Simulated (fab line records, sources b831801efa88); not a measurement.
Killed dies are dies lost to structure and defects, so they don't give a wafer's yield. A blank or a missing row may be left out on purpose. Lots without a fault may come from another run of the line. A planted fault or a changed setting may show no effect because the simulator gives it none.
fab line records | flow sky130
record lots=12 wafers=36 last_day=50
route steps=708 shown SONOS_ONO@173 POLY_GATE@230 LOCAL_INTERCONNECT@387 PAD_OPEN@708
lots that met no fault: from a run of the same line without faults
start_h: hours from the record's first day to the start of the lot's first wafer shown | wait_h: hours since the lot's step before | " the same as in the row above | L1.1+2: a row that stands for several wafers | - no value, or no start given | * or withheld: withheld | < > ~ a bound
route shown NAME@n: a module of which the file shows steps, and the number in the route of the first | usual: mean/standard deviation of fault-free wafers | same: alike in all rows | chamber/n: place in a boat | sites: the reading at each site | _std_site: their standard deviation | _edge_site: outer sites' mean less inner sites' | radius_mm: how far each site lies from the wafer's centre | mask NAME#n: copy n | behind: the tool/chamber that last shaped the wafer | hold: why the lot was held/for how many hours/how that ended | device: the transistor (n, p or np) that didn't switch | end of line: the same wafers' tests at the end of the route | a step without rows: its recipe alone | killed: dies lost to structure and defects at the first sort, not the wafer's yield | map: a wafer's dies, x killed, . not, _ none there
set.NAME: the setting as run; set.NAME@STEP: as run at that earlier step | model.NAME: the simulator's own value behind a step, which no gauge read
steps of the route over a sample of lots; a table a step, a row a wafer
services: from which hour (start_h, from the record's first day; less than 0 if before it) a tool's chamber was out of use, for how many hours, and why
## steps
# step SKY_SONOS_ONO_THK_MEAS_05
# recipe reads=SiO2_of_SONOS_ONO_CVD_04
# usual SONOS_ONO_CVD_04_THK=5.67/0.13
# columns lot.wafer tool chamber start_h wait_h SONOS_ONO_CVD_04_THK[nm]
L761.1 film_metro-01 - 288.87 0.0 5.72
L761.3 " - " " 5.92
L761.6 " - " " 5.63
L762.1 film_metro-04 - 292.06 0.0 5.62
L762.3 " - " " 5.70
L762.6 " - " " 5.70
L764.1 film_metro-01 - 311.94 0.0 5.56
L764.5 " - " " 5.59
L764.6 " - " " 5.47
L765.1 film_metro-04 - 322.56 0.0 5.71
L765.4 " - " " 5.64
L765.6 " - " " 5.75
L771.1 film_metro-01 - 370.82 0.0 5.94
L771.2 " - " " 5.91
L771.4 " - " " 5.95
L772.1 film_metro-01 - 378.84 0.0 5.59
L772.2 " - " " 5.57
L772.3 " - " " 5.54
L773.2 film_metro-01 - 388.04 0.0 5.66
L773.5 " - " " 5.64
L773.6 " - " " 5.61
L774.2 film_metro-04 - 399.73 0.0 5.57
L774.4 " - " " 5.52
L774.6 " - " " 5.66
L775.1 film_metro-01 - 403.91 0.0 5.82
L775.4 " - " " 5.83
L775.5 " - " " 5.87
L777.1 film_metro-01 - 415.27 0.0 5.65
L777.3 " - " " 5.66
L777.4 " - " " 5.80
L778.2 film_metro-04 - 426.22 0.0 5.43
L778.3 " - " " 5.38
L778.6 " - " " 5.43
L780.1 film_metro-01 - 446.90 0.0 5.87
L780.3 " - " " 5.75
L780.4 " - " " 5.74
# step SKY_POLY_GATE_ETCH_16
# recipe stop_on=poly-Si chemistry=CH3F/O2 target=Si3N4 source_w=400 bias_w=80 pressure_mtorr=25 ch3f_flow_sccm=40 O2_flow_sccm=30 time_s=147.5 target_depth_a=750
# usual drypump_motor_current_A=5.7/0.33 oes_product_au=0.639/0.006 throttle_valve_pct=10.535/0.009
# columns lot.wafer tool chamber start_h wait_h drypump_motor_current_A oes_product_au rf_hours_counter_h throttle_valve_pct
L761.1 rie_diel-04 1 405.58 0.0 6.0 0.645 96 10.541
L761.3 " 2 " " 5.2 0.644 77 10.534
L761.6 " 0 " " 6.1 0.641 - 10.524
L762.1 rie_diel-02 1 410.23 0.0 5.8 0.641 5 10.529
L762.3 " 3 " " 5.5 0.628 41 10.534
L762.6 " 1 " " 5.8 0.641 - 10.542
L764.1 rie_diel-03 1 431.78 0.0 5.8 0.637 5 10.535
L764.5 " 1 " " 5.8 0.647 - 10.531
L764.6 " 0 " " 6.2 0.648 - 10.530
L765.1 rie_diel-03 0 448.87 0.0 6.1 0.643 2 10.551
L765.4 " 3 " " 6.0 0.650 3 10.528
L765.6 " 1 " " 5.8 0.640 - 10.536
L771.1 rie_diel-02 3 497.78 0.0 5.5 0.636 43 10.528
L771.2 " 2 " " 5.3 0.644 64 10.523
L771.4 " 0 " " 5.4 0.632 10 10.531
L772.1 rie_diel-03 0 507.33 0.0 6.1 0.637 4 10.533
L772.2 " 1 " " 5.8 0.632 6 10.541
L772.3 " 3 " " 6.0 0.641 4 10.534
L773.2 rie_diel-02 0 519.18 0.0 5.4 0.636 10 10.541
L773.5 " 1 " " 5.8 0.635 - 10.531
L773.6 " 2 " " 5.3 0.640 - 10.523
L774.2 rie_diel-02 0 531.17 0.0 5.4 0.634 10 10.527
L774.4 " 2 " " 5.3 0.632 65 10.547
L774.6 " 1 " " 5.7 0.641 - 10.542
L775.1 rie_diel-03 1 536.28 0.0 5.8 0.641 7 10.544
L775.4 " 0 " " 6.1 0.627 4 10.536
L775.5 " 2 " " 5.1 0.626 - 10.540
L777.1 rie_diel-02 3 543.42 0.0 5.5 0.632 44 10.522
L777.3 " 1 " " 5.7 0.633 7 10.543
L777.4 " 0 " " 5.4 0.643 10 10.524
L778.2 rie_diel-02 0 557.97 0.0 5.4 0.648 11 10.541
L778.3 " 3 " " 5.5 0.641 44 10.544
L778.6 " 3 " " 5.5 0.643 - 10.552
L780.1 rie_diel-04 1 577.88 0.0 6.0 0.642 2 10.539
L780.3 " 2 " " 5.2 0.629 0 10.525
L780.4 " 0 " " 6.2 0.635 - 10.533
# step SKY_POLY_GATE_STRIP_18
# recipe chemistry=O2/N2 power_w=1400 pressure_mtorr=1500 platen_temp_c=withheld o2_flow_sccm=3000 n2_flow_sccm=300 overash_fraction=0.5
# usual drypump_motor_current_A=5.6/0.61 n2_flow_sccm=300.0/0.87 o2_flow_sccm=3001/8.2 oes_product_au=0.360/0.0048 strip_time_to_endpoint_s=3.15/0.044
# columns lot.wafer tool chamber start_h wait_h drypump_motor_current_A n2_flow_sccm o2_flow_sccm oes_product_au rf_hours_counter_h strip_time_to_endpoint_s
L761.1 plasma_asher-04 0 405.73 0.0 4.7 299.0 3007 0.363 58 3.15
L761.3 " 0 " " 4.7 299.4 2985 0.368 - 3.13
L761.6 " 0 " " 4.8 300.7 3004 0.364 - 3.12
L762.1 plasma_asher-04 1 410.38 0.0 5.3 239.6 3016 0.357 59 3.13
L762.3 " 1 " " 5.4 239.6 2995 0.367 - 3.14
L762.6 " 0 " " 4.8 240.3 2999 0.364 - 3.13
L764.1 plasma_asher-02 1 431.94 0.0 6.1 299.8 2993 0.363 0 3.18
L764.5 " 0 " " 6.6 300.7 3000 0.361 - 3.23
L764.6 " 1 " " 6.1 298.2 3009 0.358 - 3.10
L765.1 plasma_asher-04 0 449.03 0.0 4.7 239.5 3001 0.357 63 3.12
L765.4 " 0 " " 4.8 240.4 3011 0.357 - 3.17
L765.6 " 1 " " 5.4 240.1 2997 0.371 - 3.23
L771.1 plasma_asher-03 1 497.94 0.0 5.5 301.1 2989 0.352 38 3.09
L771.2 " 0 " " 5.6 300.5 3000 0.360 38 3.15
L771.4 " 0 " " 5.6 300.1 3003 0.364 - 3.17
L772.1 plasma_asher-03 1 507.49 0.0 5.5 298.9 3000 0.359 39 3.16
L772.2 " 0 " " 5.6 301.3 2986 0.372 39 3.29
L772.3 " 1 " " 5.6 300.8 3007 0.371 - 3.16
L773.2 plasma_asher-04 0 519.33 0.0 4.7 301.9 3002 0.369 71 3.17
L773.5 " 0 " " 4.7 301.2 3000 0.359 - 3.13
L773.6 " 1 " " 5.4 300.2 2997 0.362 - 3.19
L774.2 plasma_asher-02 0 531.33 0.0 6.6 300.0 3005 0.362 9 3.16
L774.4 " 1 " " 6.1 301.4 3008 0.361 - 3.20
L774.6 " 1 " " 6.1 300.6 2994 0.357 - 3.08
L775.1 plasma_asher-02 0 536.44 0.0 6.6 299.2 3006 0.361 9 3.24
L775.4 " 0 " " 6.6 300.0 3003 0.362 - 3.12
L775.5 " 1 " " 6.0 300.4 2998 0.351 - 3.10
L777.1 plasma_asher-04 0 543.58 0.0 4.7 299.9 2994 0.360 73 3.09
L777.3 " 0 " " 4.7 300.4 2993 0.359 - 3.11
L777.4 " 1 " " 5.4 300.6 2988 0.364 - 3.16
L778.2 plasma_asher-03 1 558.13 0.0 5.6 299.2 3006 0.353 45 3.14
L778.3 " 1 " " 5.5 300.5 3004 0.356 - 3.14
L778.6 " 1 " " 5.5 300.1 2995 0.355 - 3.12
L780.1 plasma_asher-04 0 578.03 0.0 4.8 299.3 3003 0.359 77 3.22
L780.3 " 1 " " 5.4 300.5 2993 0.362 - 3.23
L780.4 " 0 " " 4.8 298.9 3003 0.357 - 3.22
# step SKY_LOCAL_INTERCONNECT_SPUTTER_00
# recipe material=TiN target_thk_nm=100 temp_c=300 power_w=6500 time_s=83.3 chamber_pressure_pa=0.4
# usual substrate_temp_c=299.99/0.2 susceptor_temp_C=300.00/0.18 throttle_valve_pct=30.0/0.99
# columns lot.wafer tool chamber start_h wait_h substrate_temp_c susceptor_temp_C throttle_valve_pct
L761.1 pvd_sputter-03 - 710.13 0.2 299.80 299.85 30.4
L761.3 " - " " 300.13 299.92 29.8
L761.6 " - " " 299.62 300.06 29.8
L762.1 pvd_sputter-03 - 715.55 0.2 299.80 300.08 30.4
L762.3 " - " " 300.15 300.15 31.0
L762.6 " - " " 300.21 300.20 31.0
L764.1 pvd_sputter-01 - 736.61 0.2 300.18 300.04 28.6
L764.5 " - " " 300.11 299.91 28.5
L764.6 " - " " 299.99 299.78 29.4
L765.1 pvd_sputter-02 - 751.25 0.1 300.17 299.89 30.2
L765.4 " - " " 299.96 299.82 31.6
L765.6 " - " " 300.19 299.72 28.9
L771.1 pvd_sputter-02 - 791.81 0.2 299.79 299.71 30.4
L771.2 " - " " 300.31 299.93 31.5
L771.4 " - " " 300.10 300.07 28.7
L772.1 pvd_sputter-01 - 800.68 0.2 299.99 299.96 29.4
L772.2 " - " " 300.12 300.17 28.3
L772.3 " - " " 300.20 299.93 30.6
L773.2 pvd_sputter-01 - 811.16 0.1 299.98 300.08 28.5
L773.5 " - " " 300.06 300.00 28.8
L773.6 " - " " 299.85 300.19 29.3
L774.2 pvd_sputter-02 - 823.88 0.2 299.55 299.89 30.6
L774.4 " - " " 300.11 300.15 28.9
L774.6 " - " " 299.72 299.99 30.5
L775.1 pvd_sputter-03 - 825.68 0.1 300.19 299.90 30.7
L775.4 " - " " 299.99 300.07 29.9
L775.5 " - " " 300.00 299.90 29.9
L777.1 pvd_sputter-01 - 832.80 0.1 300.20 300.03 29.3
L777.3 " - " " 300.07 299.71 28.6
L777.4 " - " " 299.79 299.93 30.8
L778.2 pvd_sputter-01 - 844.03 0.2 300.11 300.03 30.6
L778.3 " - " " 300.28 300.36 29.5
L778.6 " - " " 300.30 300.23 29.2
L780.1 pvd_sputter-01 - 861.30 0.2 300.02 300.01 30.6
L780.3 " - " " 299.71 300.36 28.6
L780.4 " - " " 299.95 299.80 28.9
# step SKY_PAD_OPEN_PROBE_99
# usual killed_at_M0_to_M3=42/7.6 killed_at_M4_up=2.9/1.7 killed_at_contacts=24/5.1 killed_at_front_end=15/4 killed_at_other=0.2/0.38 killed_dies=84/9.9 killed_open=46/7.2 killed_short=38/6.6
# same gross_dies=492 killed_at_back_side=0
# columns lot.wafer tool chamber start_h wait_h killed_at_M0_to_M3 killed_at_M4_up killed_at_contacts killed_at_front_end killed_at_other killed_dies killed_open killed_short
L773.2 prober-02 - 1169.50 0.1 51 5 28 9 0 93 46 47
L773.5 prober-02 - 1169.65 0.2 39 4 23 13 1 80 48 32
L773.6 prober-02 - 1169.70 0.2 35 6 24 15 0 80 42 38
L774.2 prober-01 - 1181.35 0.1 42 3 34 12 0 91 40 51
L774.4 prober-01 - 1181.45 0.2 34 2 17 12 0 65 34 31
L774.6 prober-01 - 1181.55 0.2 44 1 30 18 0 93 54 39
# killed by level:class
L773.2 VIA1:geometric_particle:open=12 CONTACT:geometric_particle:open=11 LI_CONTACT:geometric_particle:open=7 VIA3:geometric_particle:short=7 VIA1:geometric_particle:short=6 VIA3:geometric_particle:open=6 METAL3:geometric_particle:short=6 CONTACT:geometric_particle:short=5
L773.5 VIA1:geometric_particle:open=14 CONTACT:geometric_particle:open=8 LI_CONTACT:geometric_particle:open=6 VIA3:geometric_particle:open=6 CONTACT:geometric_particle:short=5 VIA1:geometric_particle:short=5 METAL2:geometric_particle:short=4 VIA2:geometric_particle:open=4
L773.6 CONTACT:geometric_particle:open=10 VIA1:geometric_particle:open=10 POLY_GATE:geometric_particle:short=6 LI_CONTACT:geometric_particle:open=6 CONTACT:geometric_particle:short=6 METAL2:geometric_particle:short=5 METAL4:geometric_particle:short=5 FIELD_ISO:geometric_particle:open=4
L774.2 CONTACT:geometric_particle:short=13 VIA1:geometric_particle:open=11 METAL1:geometric_particle:short=9 CONTACT:geometric_particle:open=8 LOCAL_INTERCONNECT:geometric_particle:short=6 FIELD_ISO:geometric_particle:short=5 METAL2:geometric_particle:short=5 VIA2:geometric_particle:open=5
L774.4 CONTACT:geometric_particle:open=6 VIA1:geometric_particle:open=6 LI_CONTACT:geometric_particle:open=5 FIELD_ISO:geometric_particle:short=4 METAL2:geometric_particle:short=4 CONTACT:geometric_particle:short=4 VIA1:geometric_particle:short=4 POLY_GATE:geometric_particle:open=3
L774.6 VIA1:geometric_particle:open=11 LI_CONTACT:geometric_particle:open=10 CONTACT:geometric_particle:open=7 VIA2:geometric_particle:open=6 LI_CONTACT:geometric_particle:short=5 VIA1:geometric_particle:short=5 FIELD_ISO:geometric_particle:open=4 POLY_GATE:geometric_particle:open=4
## services
# columns tool chamber start_h hours kind
plasma_asher-04 - 385.03 4.6 repair
pvd_sputter-01 - 411.85 3.8 repair
plasma_asher-02 - 421.25 9.0 pm
pvd_sputter-01 - 431.89 1.1 repair
rie_diel-02 - 485.71 2.8 pm
rie_diel-03 2 501.74 11.9 repair
rie_diel-02 2 509.10 4.4 repair
rie_diel-03 2 593.26 8.8 repair
rie_diel-03 1 599.45 20.3 repair
plasma_asher-04 - 604.35 3.9 repair
rie_diel-02 3 624.54 17.0 repair
rie_diel-03 1 633.75 9.4 repair
rie_diel-03 - 643.37 17.9 repair
plasma_asher-04 - 676.84 2.6 repair
rie_diel-03 2 683.25 3.7 repair
rie_diel-03 - 703.94 0.5 repair
rie_diel-03 - 704.36 0.2 repair
rie_diel-03 0 708.00 8.7 repair
rie_diel-03 3 716.93 8.7 repair
rie_diel-03 1 720.08 31.5 repair
rie_diel-02 3 793.05 4.7 repair
pvd_sputter-01 - 794.86 1.2 repair
rie_diel-03 1 795.40 7.5 repair
rie_diel-03 - 846.57 0.5 repair
## key
first_sign step=SKY_POLY_GATE_STRIP_18 reading=n2_flow_sccm direction=down sigmas=69 usual=300.0 struck=239.9
effect none on later readings
met_at SKY_POLY_GATE_STRIP_18
struck_lots L762,L765
tester_left_out L762,L765
not_acting_at SKY_SONOS_ONO_THK_MEAS_05,SKY_POLY_GATE_ETCH_16,SKY_LOCAL_INTERCONNECT_SPUTTER_00
onset_between 405.73 410.38
fault kind=process_parameter_drift tool=plasma_asher-04 chamber=- onset_h=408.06 steps=SKY_POLY_GATE_STRIP_18 channel=n2_flow_sccm offset=-60 shape=step end_h=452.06 acts_in=these_recipes_only stated=300
# tester_left_out: of these lots the tester's yield and bins aren't shown, on N5 and GAA mostly nor the transistor test; their killed dies are dies lost to structure and defects alone, not to doping, threshold or leakage, so they don't give the yield
